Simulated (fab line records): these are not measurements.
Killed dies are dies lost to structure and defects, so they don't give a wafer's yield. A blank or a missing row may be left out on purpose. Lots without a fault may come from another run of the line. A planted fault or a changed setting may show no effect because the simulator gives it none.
Comparing a struck lot with a sound one :: flow sky130 :: 31 steps out of a route of 708
Sound: wafers L800.1, L800.3, L800.4. The struck wafers were L789.1, L789.2, L789.5. The cause comes at the end.
For every step that has rows: the tool of each side, followed by ch and its chambers, followed by its first start. Under that, the readings that differ: sound wafers :: struck wafers :: difference of the means :: sigmas: that difference in standard deviations of wafers without a fault.
alike: readings with means less than 2 such deviations apart, plus words and numbers identical on both sides. not compared: withheld readings, readings lacking a value on some wafer, bounds such as >300 that could conceal the same value, and numbers that have no deviation in the record and whose values overlap.
Wherever a step has rows on one side only, a row that says differs or no value, or a row with sigmas, the two part there. Non-overlapping numbers with no deviation appear without sigmas and do not part them. A reading that every wafer of one side lacks parts them only if that side has two wafers or more.

first, 1 step without rows for these wafers: SKY_PWDE_IMPLANT_08.
SKY_PWDE_STRIP_09: strips in O2/N2.
  sound on plasmaAsher-03 ch 0,1, day 7 14:28; struck on plasmaAsher-03 ch 0,1, day 4 20:03
  alike: chamberPressureMTorr, drypumpMotorCurrentA, n2FlowSccm, oesProductAu, stripTimeToEndpointS
  not compared: rfHoursCounterH
SKY_PWDE_TW_MEAS_10:
  sound on filmMetro-04, day 7 14:34; struck on filmMetro-04, day 4 20:09
  alike: PWDE_TW
then, 7 steps without rows for these wafers: SKY_NWELL_DEHYDRATE_03 (time 60 s); SKY_NWELL_HMDS_04 (prime time 57.78 s); SKY_NWELL_COAT_05 (resist thk 3000 nm); SKY_NWELL_SOFTBAKE_06; SKY_NWELL_EXPOSE_07 (exposes mask NWM, target cd 840 nm); SKY_NWELL_PEB_08; SKY_NWELL_DEVELOP_09 (develop time 60 s).
SKY_NWELL_OVL_MEAS_10:
  sound on overlay-02, day 8 10:07; struck on overlay-02, day 5 13:32
  alike: NWELL_00_OVL
after that, 1 step had no rows for these wafers: SKY_NWELL_IMPLANT_11.
SKY_NWELL_IMPLANT_12:
  sound on implanter-02 ch 0, day 8 10:18; struck on implanter-02 ch 0, day 5 14:02
  alike: endStationPressureTorr
after that, 1 step had no rows for these wafers: SKY_NWELL_IMPLANT_13.
SKY_NWELL_STRIP_14: strips in O2/N2.
  sound on plasmaAsher-03 ch 0,1, day 8 10:36; struck on plasmaAsher-02 ch 0,1, day 5 14:20
  alike: chamberPressureMTorr, drypumpMotorCurrentA, n2FlowSccm, oesProductAu, stripTimeToEndpointS
  not compared: rfHoursCounterH
SKY_NWELL_TW_MEAS_15:
  sound on filmMetro-04, day 8 10:42; struck on filmMetro-01, day 5 14:26
  alike: NWELL_TW
then, 7 steps without rows for these wafers: SKY_NWELL_DEHYDRATE_16 (time 60 s); SKY_NWELL_HMDS_17 (prime time 60 s); SKY_NWELL_COAT_18 (resist thk 3000 nm); SKY_NWELL_SOFTBAKE_19; SKY_NWELL_EXPOSE_20 (exposes mask NWM COMPLEMENT, target cd 840 nm); SKY_NWELL_PEB_21; SKY_NWELL_DEVELOP_22 (develop time 60 s).
SKY_NWELL_OVL_MEAS_23:
  sound on overlay-01, day 9 07:05; struck on overlay-01, day 6 07:29
  alike: NWELL_01_OVL
after that, 1 step had no rows for these wafers: SKY_NWELL_IMPLANT_24.
SKY_NWELL_STRIP_25: strips in O2/N2.
  sound on plasmaAsher-01 ch 0,1, day 9 07:16; struck on plasmaAsher-02 ch 0,1, day 6 07:40
  alike: chamberPressureMTorr, drypumpMotorCurrentA, n2FlowSccm, oesProductAu, stripTimeToEndpointS
  not compared: rfHoursCounterH
SKY_NWELL_TW_MEAS_26:
  sound on filmMetro-04, day 9 07:22; struck on filmMetro-03, day 6 07:46
  alike: NWELL_2_TW
then, 1 step without rows for these wafers: SKY_NWELL_CLEAN_27 (cleans in SC1/SC2, time 150 s).
SKY_NWELL_RTA_28: time 30 s.
  sound on rtpAnneal-02 ch 0, day 9 07:32; struck on rtpAnneal-02 ch 0, day 6 07:53
  alike: lampPowerPct, rampDownCPerS, wafer_temp_C_max
SKY_NWELL_RS_MEAS_29: measures by four-point-probe.
  sound on filmMetro-01, day 9 07:38; struck on filmMetro-04, day 6 08:20
reading: NWELL_RS (ohm/sq)
sound: 622.2 624.8 622.0
struck: 594.3 593.1 593.8
difference: -29.3
sigmas: -20
-- the record jumps here: 41 days lie between the struck wafers' starts before and after (it left off in module NWELL and takes up again in module PAD_OPEN, whose first step shown is number 708 of the route) --
SKY_PAD_OPEN_PROBE_99:
  sound on prober-02, day 49 21:08; struck on prober-01, day 47 07:20
reading: model.etest.pfet_16v.rOnOhmUm
sound: 1.559e+04 1.524e+04 1.541e+04
struck: 1.595e+04 1.635e+04 1.601e+04
difference: +6.900e+02
sigmas: 

reading: model.etest.nfet_16v.rOnOhmUm
sound: 1.404e+04 1.405e+04 1.393e+04
struck: 1.342e+04 1.334e+04 1.332e+04
difference: -6.467e+02
sigmas: 

reading: model.etest.pfetG5v0d10v5.rOnOhmUm
sound: 4729 4770 4734
struck: 5281 5299 5266
difference: +538
sigmas: 

reading: model.etest.tipP.rsOhmSq
sound: 6755 6720 6773
struck: 7241 7215 7191
difference: +466
sigmas: 

reading: model.etest.tip_p_5v.rsOhmSq
sound: 2860 2854 2855
struck: 3102 3100 3073
difference: +235
sigmas: 

reading: model.etest.pfet_01v8.rOnOhmUm
sound: 2888 2907 2911
struck: 3019 3015 3027
difference: +118
sigmas: 

reading: model.etest.pfetG5v0d10v5.driveUaUm
sound: 346.1 341.7 347.2
struck: 295.4 296.7 295.4
difference: -49.2
sigmas: 

reading: model.etest.pfet_01v8_lvt.driveUaUm
sound: 171.6 170 171.5
struck: 146.4 146.2 146.4
difference: -24.7
sigmas: 
  alike: killed_at_M0_to_M3, killed_at_M4_up, killedAtContacts, killedAtFrontEnd, killedAtOther, killedDies, killedOnRim, killedOpen, killedShort

== WHERE THEY PART ==
Only at SKY_NWELL_RS_MEAS_29, as far as this record shows. Later steps at which nothing parts them and some readings are alike: SKY_PAD_OPEN_PROBE_99.

WHY: whatever the simulator had introduced
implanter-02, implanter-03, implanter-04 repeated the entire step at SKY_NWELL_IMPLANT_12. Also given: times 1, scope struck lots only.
